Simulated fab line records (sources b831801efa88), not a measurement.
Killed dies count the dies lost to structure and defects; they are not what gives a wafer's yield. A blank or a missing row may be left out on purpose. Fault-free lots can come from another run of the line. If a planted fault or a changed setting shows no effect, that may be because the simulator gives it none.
fab line records -- flow gf180mcu
[record] lots = 14, wafers = 42, lastDay = 34
route steps=602 shown MVPSD@85 SAB@264 CONTACT@301
lots untouched by any fault: they come from a run of this same line in which no faults occurred
startH: hours from the record's first day to the start of the lot's first wafer shown -- waitH: hours since the lot's step before -- " identical to the entry in the row above -- L1.1+2: a row that stands for several wafers -- - no value, or no start was given -- * or withheld: withheld -- < > ~ a bound
route shown NAME@n: names a module that has steps shown in the file, with the first one's number in the route -- usual: the fault-free wafers' mean and standard deviation -- same: alike in all rows -- chamber/n: place in a boat -- sites: per-site readings -- _std_site: their standard deviation -- _edge_site: inner sites' mean taken away from outer sites' mean -- radiusMm: for every site, how far away it sits from the centre of the wafer -- mask NAME#n: copy n -- behind: tool/chamber where the wafer was last shaped -- hold: reason for holding the lot/hours on hold/outcome of the hold -- device: the n, p or np transistor that did not switch -- end of line: the same wafers' tests at the end of the route -- step lacking rows: just its recipe -- killed: not the wafer's yield, but the dies lost to structure and defects at the first sort -- map: the dies of a wafer, with x for killed, . for not killed, _ for no die there
set.NAME: the setting as run; set.NAME@STEP: as run at that earlier step -- model.NAME: the simulator's own value behind a step, which no gauge read
steps of the route over a sample of lots; a table a step, a row a wafer
services: from which hour (startH, from the record's first day; less than 0 if before it) a tool's chamber was out of use, for how many hours, and why
[[steps]]
[step GF_MVPSD_OVL_MEAS_07]
[usual] MVPSD_OVL = -0.5/1.7
lot.wafer,tool,chamber,startH,waitH,MVPSD_OVL[nm]
L608.3,overlay-01,-,99.45,-,-0.3
L608.4,overlay-01,-,99.45,-,-0.4
L608.5,overlay-01,-,99.45,-,-0.3
L609.3,overlay-01,-,104.31,-,-4.1
L609.4,overlay-01,-,104.31,-,-4.3
L609.6,overlay-01,-,104.31,-,-2.7
L610.2,overlay-02,-,108.44,-,1.7
L610.4,overlay-02,-,108.44,-,2.3
L610.5,overlay-02,-,108.44,-,3.2
L611.3,overlay-01,-,118.26,-,-0.2
L611.5,overlay-01,-,118.26,-,-0.8
L611.6,overlay-01,-,118.26,-,-2.5
L617.1,overlay-01,-,151.19,-,-1.3
L617.5,overlay-01,-,151.19,-,-0.8
L617.6,overlay-01,-,151.19,-,1.6
L618.1,overlay-02,-,154.94,-,1.6
L618.4,overlay-02,-,154.94,-,-0.2
L618.5,overlay-02,-,154.94,-,-1.0
L622.2,overlay-01,-,179.84,-,-1.4
L622.3,overlay-01,-,179.84,-,-1.3
L622.4,overlay-01,-,179.84,-,-3.1
L625.3,overlay-01,-,198.00,-,-2.0
L625.4,overlay-01,-,198.00,-,-2.2
L625.6,overlay-01,-,198.00,-,-0.2
L626.2,overlay-01,-,202.84,-,-0.3
L626.3,overlay-01,-,202.84,-,0.3
L626.6,overlay-01,-,202.84,-,0.0
L627.1,overlay-01,-,209.09,-,-0.3
L627.4,overlay-01,-,209.09,-,-1.6
L627.6,overlay-01,-,209.09,-,-1.3
L628.3,overlay-01,-,215.49,-,0.8
L628.4,overlay-01,-,215.49,-,0.8
L628.6,overlay-01,-,215.49,-,1.1
L629.1,overlay-01,-,222.88,-,-2.4
L629.4,overlay-01,-,222.88,-,-2.7
L629.6,overlay-01,-,222.88,-,-2.6
L630.2,overlay-01,-,226.04,-,0.9
L630.3,overlay-01,-,226.04,-,0.0
L630.5,overlay-01,-,226.04,-,1.1
L631.2,overlay-02,-,235.99,-,-2.4
L631.4,overlay-02,-,235.99,-,-1.7
L631.6,overlay-02,-,235.99,-,-1.5
[step GF_SAB_CVD_00]
[recipe] material = SiO2, targetThkNm = 50, precursor = TEOS, tempC = 400, timeS = 4.9302, rfW = 600
[usual] heaterPowerW = 610/83
lot.wafer,tool,chamber,startH,waitH,heaterPowerW
L608.3,pecvd-03,0,319.22,0.1,753
L608.4,pecvd-03,0,319.22,0.1,593
L608.5,pecvd-03,2,319.22,0.1,547
L609.3,pecvd-01,0,327.58,0.1,603
L609.4,pecvd-01,2,327.58,0.1,570
L609.6,pecvd-01,1,327.58,0.1,538
L610.2,pecvd-03,2,330.67,0.1,562
L610.4,pecvd-03,1,330.67,0.1,650
L610.5,pecvd-03,2,330.67,0.1,557
L611.3,pecvd-01,0,349.13,0.1,568
L611.5,pecvd-01,0,349.13,0.1,570
L611.6,pecvd-01,2,349.13,0.1,539
L617.1,pecvd-02,0,394.94,0.1,692
L617.5,pecvd-02,1,394.94,0.1,681
L617.6,pecvd-02,2,394.94,0.1,719
L618.1,pecvd-02,2,403.98,0.1,694
L618.4,pecvd-02,2,403.98,0.1,690
L618.5,pecvd-02,0,403.98,0.1,639
L622.2,pecvd-01,0,433.79,0.1,554
L622.3,pecvd-01,1,433.79,0.1,518
L622.4,pecvd-01,2,433.79,0.1,459
L625.3,pecvd-01,0,460.36,0.1,578
L625.4,pecvd-01,1,460.36,0.1,491
L625.6,pecvd-01,2,460.36,0.1,524
L626.2,pecvd-03,0,467.94,0.1,606
L626.3,pecvd-03,2,467.94,0.1,600
L626.6,pecvd-03,1,467.94,0.1,516
L627.1,pecvd-03,2,476.77,0.1,564
L627.4,pecvd-03,0,476.77,0.1,747
L627.6,pecvd-03,2,476.77,0.1,571
L628.3,pecvd-01,2,491.14,0.1,484
L628.4,pecvd-01,0,491.14,0.1,567
L628.6,pecvd-01,2,491.14,0.1,488
L629.1,pecvd-03,1,495.12,0.1,598
L629.4,pecvd-03,2,495.12,0.1,567
L629.6,pecvd-03,1,495.12,0.1,606
L630.2,pecvd-02,0,497.78,0.1,706
L630.3,pecvd-02,2,497.78,0.1,792
L630.5,pecvd-02,0,497.78,0.1,709
L631.2,pecvd-03,2,509.59,0.1,588
L631.4,pecvd-03,1,509.59,0.1,614
L631.6,pecvd-03,2,509.59,0.1,587
[step GF_SAB_THK_MEAS_01]
[recipe] reads = SiO2_of_SAB_CVD_00
[usual] SAB_CVD_00_THK = 50.1/0.63
lot.wafer,tool,chamber,startH,waitH,SAB_CVD_00_THK[nm]
L608.3,filmMetro-02,-,319.26,0.0,49.0
L608.4,filmMetro-02,-,319.26,0.0,50.5
L608.5,filmMetro-02,-,319.26,0.0,50.5
L609.3,filmMetro-02,-,327.67,0.1,50.7
L609.4,filmMetro-02,-,327.67,0.1,50.1
L609.6,filmMetro-02,-,327.67,0.1,50.6
L610.2,filmMetro-04,-,330.70,0.0,49.4
L610.4,filmMetro-04,-,330.70,0.0,49.5
L610.5,filmMetro-04,-,330.70,0.0,50.1
L611.3,filmMetro-01,-,349.17,0.0,49.7
L611.5,filmMetro-01,-,349.17,0.0,50.9
L611.6,filmMetro-01,-,349.17,0.0,50.8
L617.1,filmMetro-02,-,394.96,0.0,49.5
L617.5,filmMetro-02,-,394.96,0.0,68.2
L617.6,filmMetro-02,-,394.96,0.0,51.3
L618.1,filmMetro-04,-,404.00,0.0,50.2
L618.4,filmMetro-04,-,404.00,0.0,50.7
L618.5,filmMetro-04,-,404.00,0.0,68.8
L622.2,filmMetro-02,-,433.82,0.0,50.1
L622.3,filmMetro-02,-,433.82,0.0,49.5
L622.4,filmMetro-02,-,433.82,0.0,50.4
L625.3,filmMetro-02,-,460.40,0.0,49.8
L625.4,filmMetro-02,-,460.40,0.0,50.2
L625.6,filmMetro-02,-,460.40,0.0,50.7
L626.2,filmMetro-02,-,467.96,0.0,48.8
L626.3,filmMetro-02,-,467.96,0.0,50.1
L626.6,filmMetro-02,-,467.96,0.0,50.5
L627.1,filmMetro-02,-,476.79,0.0,50.3
L627.4,filmMetro-02,-,476.79,0.0,49.7
L627.6,filmMetro-02,-,476.79,0.0,50.1
L628.3,filmMetro-01,-,491.18,0.0,49.3
L628.4,filmMetro-01,-,491.18,0.0,50.5
L628.6,filmMetro-01,-,491.18,0.0,49.9
L629.1,filmMetro-02,-,495.14,0.0,49.6
L629.4,filmMetro-02,-,495.14,0.0,50.7
L629.6,filmMetro-02,-,495.14,0.0,50.0
L630.2,filmMetro-02,-,497.81,0.0,49.9
L630.3,filmMetro-02,-,497.81,0.0,50.2
L630.5,filmMetro-02,-,497.81,0.0,50.7
L631.2,filmMetro-01,-,509.62,0.0,50.2
L631.4,filmMetro-01,-,509.62,0.0,50.5
L631.6,filmMetro-01,-,509.62,0.0,50.1
[step GF_SAB_ETCH_11]
[recipe] chemistry = C4F8/O2/Ar, maskMaterial = NOVOLAK, target = SiO2, targetDepthNm = 55, sourceW = 1500, biasW = 1200, pressureMtorr = 40, c4f8FlowSccm = withheld, O2_flow_sccm = 6, Ar_flow_sccm = 300, timeS = 8.5
[usual] biasW = 1200/3.4, oesProductAu = 1.001/0.0091
[same] timeS = 8.5
lot.wafer,tool,chamber,startH,waitH,biasW,oesProductAu,rfHoursCounterH
L608.3,rieDiel-04,3,340.08,0.0,1199,1.008,82
L608.4,rieDiel-04,3,340.08,0.0,1204,1.008,-
L608.5,rieDiel-04,0,340.08,0.0,1207,1.006,-
L609.3,rieDiel-04,0,348.81,0.0,1198,1.011,16
L609.4,rieDiel-04,2,348.81,0.0,1203,1.009,-
L609.6,rieDiel-04,3,348.81,0.0,1207,1.004,-
L610.2,rieDiel-01,2,351.66,0.0,1195,1.003,24
L610.4,rieDiel-01,3,351.66,0.0,1200,1.018,55
L610.5,rieDiel-01,1,351.66,0.0,1197,0.997,-
L611.3,rieDiel-01,2,371.03,0.0,1203,1.000,25
L611.5,rieDiel-01,2,371.03,0.0,1205,0.994,-
L611.6,rieDiel-01,1,371.03,0.0,1194,1.004,-
L617.1,rieDiel-04,1,417.96,0.0,1204,1.000,2
L617.5,rieDiel-04,2,417.96,0.0,1201,0.998,-
L617.6,rieDiel-04,3,417.96,0.0,1199,0.990,-
L618.1,rieDiel-02,2,428.01,0.0,1201,1.003,83
L618.4,rieDiel-02,3,428.01,0.0,1200,0.999,81
L618.5,rieDiel-02,3,428.01,0.0,1201,0.989,-
L622.2,rieDiel-04,2,457.69,0.0,1197,1.006,27
L622.3,rieDiel-04,3,457.69,0.0,1202,0.994,85
L622.4,rieDiel-04,1,457.69,0.0,1192,0.992,3
L625.3,rieDiel-04,2,484.34,0.0,1195,0.998,28
L625.4,rieDiel-04,1,484.34,0.0,1203,0.985,4
L625.6,rieDiel-04,1,484.34,0.0,1205,0.988,-
L626.2,rieDiel-02,1,491.74,0.0,1197,1.018,76
L626.3,rieDiel-02,3,491.74,0.0,1197,1.015,83
L626.6,rieDiel-02,1,491.74,0.0,1200,1.015,-
L627.1,rieDiel-01,0,500.51,0.0,1199,0.995,59
L627.4,rieDiel-01,1,500.51,0.0,1202,1.007,23
L627.6,rieDiel-01,3,500.51,0.0,1203,1.014,-
L628.3,rieDiel-02,2,515.03,0.0,1200,1.015,85
L628.4,rieDiel-02,0,515.03,0.0,1196,1.000,50
L628.6,rieDiel-02,0,515.03,0.0,1200,1.001,-
L629.1,rieDiel-01,3,518.64,0.0,1199,1.008,59
L629.4,rieDiel-01,0,518.64,0.0,1202,0.985,60
L629.6,rieDiel-01,0,518.64,0.0,1201,0.979,-
L630.2,rieDiel-01,3,520.88,0.0,1199,1.004,59
L630.3,rieDiel-01,2,520.88,0.0,1196,0.998,29
L630.5,rieDiel-01,2,520.88,0.0,1198,1.001,-
L631.2,rieDiel-04,2,532.74,0.0,1201,1.002,30
L631.4,rieDiel-04,0,532.74,0.0,1201,1.005,21
L631.6,rieDiel-04,2,532.74,0.0,1199,0.995,-
[step GF_CONTACT_CD_MEAS_14]
[recipe] targetCdNm = 220
[usual] cdNm = 220.0/1.5
lot.wafer,tool,chamber,startH,waitH,cdNm
L608.3,cdSem-01,-,363.17,0.1,219.7
L608.4,cdSem-01,-,363.17,0.1,220.9
L608.5,cdSem-01,-,363.17,0.1,220.3
L609.3,cdSem-02,-,372.37,0.1,216.8
L609.4,cdSem-02,-,372.37,0.1,218.4
L609.6,cdSem-02,-,372.37,0.1,217.6
L610.2,cdSem-02,-,375.25,0.1,218.9
L610.4,cdSem-02,-,375.25,0.1,219.9
L610.5,cdSem-02,-,375.25,0.1,218.5
L611.3,cdSem-02,-,395.53,0.1,220.0
L611.5,cdSem-02,-,395.53,0.1,219.8
L611.6,cdSem-02,-,395.53,0.1,220.6
L617.1,cdSem-01,-,443.83,0.1,218.7
L617.5,cdSem-01,-,443.83,0.1,218.1
L617.6,cdSem-01,-,443.83,0.1,219.5
L618.1,cdSem-02,-,454.38,0.1,221.9
L618.4,cdSem-02,-,454.38,0.1,222.1
L618.5,cdSem-02,-,454.38,0.1,221.1
L622.2,cdSem-01,-,483.35,0.1,220.4
L622.3,cdSem-01,-,483.35,0.1,219.8
L622.4,cdSem-01,-,483.35,0.1,221.1
L625.3,cdSem-01,-,509.06,0.1,224.6
L625.4,cdSem-01,-,509.06,0.1,223.5
L625.6,cdSem-01,-,509.06,0.1,224.7
L626.2,cdSem-02,-,516.66,0.1,220.1
L626.3,cdSem-02,-,516.66,0.1,219.0
L626.6,cdSem-02,-,516.66,0.1,218.8
L627.1,cdSem-02,-,525.47,0.1,219.5
L627.4,cdSem-02,-,525.47,0.1,218.8
L627.6,cdSem-02,-,525.47,0.1,219.8
L628.3,cdSem-01,-,539.51,0.1,220.7
L628.4,cdSem-01,-,539.51,0.1,221.9
L628.6,cdSem-01,-,539.51,0.1,220.0
L629.1,cdSem-01,-,543.19,0.1,220.1
L629.4,cdSem-01,-,543.19,0.1,222.5
L629.6,cdSem-01,-,543.19,0.1,221.7
L630.2,cdSem-01,-,544.79,0.1,217.5
L630.3,cdSem-01,-,544.79,0.1,218.5
L630.5,cdSem-01,-,544.79,0.1,217.8
L631.2,cdSem-01,-,556.84,0.1,221.7
L631.4,cdSem-01,-,556.84,0.1,221.5
L631.6,cdSem-01,-,556.84,0.1,221.9
[[services]]
tool,chamber,startH,hours,kind
pecvd-03,2,301.66,9.5,repair
rieDiel-04,-,301.81,2.8,pm
rieDiel-04,1,332.69,-,clean
rieDiel-04,1,332.69,23.1,scheduledDown
rieDiel-04,1,332.69,23.1,ventCycle
pecvd-02,-,368.88,14.0,pm
pecvd-02,0,368.88,14.0,ventCycle
pecvd-02,1,368.88,14.0,ventCycle
pecvd-02,2,368.88,14.0,ventCycle
pecvd-02,0,382.88,-,clean
rieDiel-01,-,385.01,14.6,pm
rieDiel-01,-,402.74,0.5,repair
pecvd-01,-,405.48,1.7,repair
rieDiel-01,3,409.05,1.5,repair
rieDiel-04,-,415.08,0.1,repair
rieDiel-04,0,416.36,3.0,repair
rieDiel-04,1,431.27,4.9,repair
pecvd-02,-,431.51,6.1,repair
pecvd-01,-,439.79,0.5,repair
rieDiel-02,1,469.02,5.7,repair
pecvd-03,-,493.55,0.7,repair
rieDiel-01,2,510.39,2.2,repair
pecvd-01,2,512.42,7.7,repair
pecvd-01,1,523.23,14.4,repair
[[key]]
[firstSign] step = GF_SAB_THK_MEAS_01, reading = SAB_CVD_00_THK, direction = up, sigmas = 29, usual = 50.1, struck = 68.5
effect none on later readings
metAt GF_SAB_CVD_00
struckLots L617,L618
struckWafers L617.5,L618.5
testerLeftOut L617,L618
notActingAt GF_MVPSD_OVL_MEAS_07,GF_SAB_ETCH_11,GF_CONTACT_CD_MEAS_14
[fault] kind = processParameterDrift, tool = pecvd-02, chamber = -, onsetH = 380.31, steps = GF_SAB_CVD_00, channel = targetThkNm, offset = 17.996, shape = step, endH = 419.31, scope = struckWafersOnly, actsIn = theseRecipesOnly, stated = 50
// testerLeftOut: of these lots the tester's yield and bins aren't shown, on N5 and GAA mostly nor the transistor test; their killed dies are dies lost to structure and defects alone, not to doping, threshold or leakage, so they don't give the yield
